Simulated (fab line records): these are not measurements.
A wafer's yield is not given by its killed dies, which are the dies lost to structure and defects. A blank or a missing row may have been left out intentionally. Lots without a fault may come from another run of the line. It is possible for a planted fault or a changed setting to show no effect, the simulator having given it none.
Which tool was responsible? + flow gf180mcu + 10 lots with 30 wafers sampled at 4 steps, on a route of 602 steps

== WHAT THE GAUGES READ, wafer by wafer ==
GF_V2_RS_MEAS_24: uses a four-point probe to measure.
| lot  | measured     | on            | V2_W_RS (ohm/sq)  |
|------|--------------|---------------|-------------------|
| L496 | day 20 00:59 | film_metro-04 | 0.330 0.324 0.327 |
| L497 | day 20 05:35 | film_metro-04 | 0.320 0.323 0.323 |
| L498 | day 20 15:21 | film_metro-01 | 0.326 0.326 0.327 |
| L502 | day 23 06:23 | film_metro-04 | 0.329 0.335 0.323 |
| L507 | day 24 15:43 | film_metro-04 | 0.581 0.588 0.326 |
| L508 | day 24 23:28 | film_metro-03 | 0.569 0.581 0.321 |
| L509 | day 25 03:29 | film_metro-04 | 0.589 0.324 0.325 |
| L512 | day 26 06:01 | film_metro-04 | 0.327 0.328 0.329 |
| L518 | day 27 15:57 | film_metro-01 | 0.320 0.321 0.329 |
| L519 | day 27 23:48 | film_metro-01 | 0.322 0.322 0.320 |

== WHICH TOOL RAN EACH LOT (tool, then ch and the chambers of the sampled wafers, then the start) ==
| lot  | GF_M2_SPUTTER_00             | GF_V2_ETCH_16                      | GF_V2_CVD_23                  |
|------|------------------------------|------------------------------------|-------------------------------|
| L496 | pvd_sputter-03, day 17 21:19 | rie_diel-02 ch 1,2, day 20 00:04   | cvd_w-02 ch 0,1, day 20 00:52 |
| L497 | pvd_sputter-03, day 18 03:26 | rie_diel-04 ch 1,2, day 20 04:39   | cvd_w-02 ch 0,1, day 20 05:27 |
| L498 | pvd_sputter-01, day 18 13:15 | rie_diel-02 ch 0,3, day 20 14:24   | cvd_w-02 ch 0,1, day 20 15:14 |
| L502 | pvd_sputter-01, day 21 04:43 | rie_diel-01 ch 0,2,3, day 23 05:31 | cvd_w-01 ch 0,1, day 23 06:16 |
| L507 | pvd_sputter-04, day 22 16:28 | rie_diel-02 ch 0,2,3, day 24 14:49 | cvd_w-02 ch 0,1, day 24 15:37 |
| L508 | pvd_sputter-03, day 23 00:41 | rie_diel-02 ch 0,1,3, day 24 22:07 | cvd_w-02 ch 0,1, day 24 23:21 |
| L509 | pvd_sputter-01, day 23 04:04 | rie_diel-01 ch 0,2,3, day 25 02:13 | cvd_w-02 ch 0,1, day 25 03:21 |
| L512 | pvd_sputter-04, day 24 08:58 | rie_diel-01 ch 1,3, day 26 05:01   | cvd_w-01 ch 1, day 26 05:49   |
| L518 | pvd_sputter-04, day 25 21:04 | rie_diel-04 ch 0,1,2, day 27 15:04 | cvd_w-01 ch 0,1, day 27 15:49 |
| L519 | pvd_sputter-01, day 26 04:25 | rie_diel-02 ch 1,2,3, day 27 22:49 | cvd_w-01 ch 0, day 27 23:35   |
- GF_M2_SPUTTER_00: material Ti, target thk 37.5 nm, time 150 s.
- GF_V2_ETCH_16: etches BARC in N2/H2.
- GF_V2_CVD_23: deposits W, target thk 350 nm, time 104.94 s.

== THE ANSWER, worked out from the rows above alone ==
Rule: usual is defined by the lots themselves. The widest of any qualifying gaps counts: lots, ordered by their means at a reading, are off when they make up no more than a third of the lots, leave a main group of 4 or more, and stand apart from it by 3 or more times the standard deviation of that group's means. A main group is skipped when, at the precision printed for the reading in the tables above, its means are all equal. Also off: a lot with no number at a reading for which 4 or more lots have one. All remaining lots with rows at the step are treated as sound.
Off: at GF_V2_RS_MEAS_24 (V2_W_RS), L507, L508, L509. Mean 0.325 ohm/sq and standard deviation 0.0028 in the main group.
If a tool, at a process step before that reading, ran all the lots that are off and no sound lot after the first of them, it fits. Gauges at GF_V2_RS_MEAS_24: tried the same way as those tools. One fits: cvd_w-02 at GF_V2_CVD_23. A fault onset in the window from L498 (day 20 15:14, its last sound lot) to L507 (day 24 15:37, its first lot off) fits.

== WHAT HAD BEEN PUT IN BY THE SIMULATOR ==
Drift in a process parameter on cvd_w-02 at GF_V2_CVD_23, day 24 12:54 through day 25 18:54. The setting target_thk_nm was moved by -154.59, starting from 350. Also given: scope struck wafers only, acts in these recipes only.
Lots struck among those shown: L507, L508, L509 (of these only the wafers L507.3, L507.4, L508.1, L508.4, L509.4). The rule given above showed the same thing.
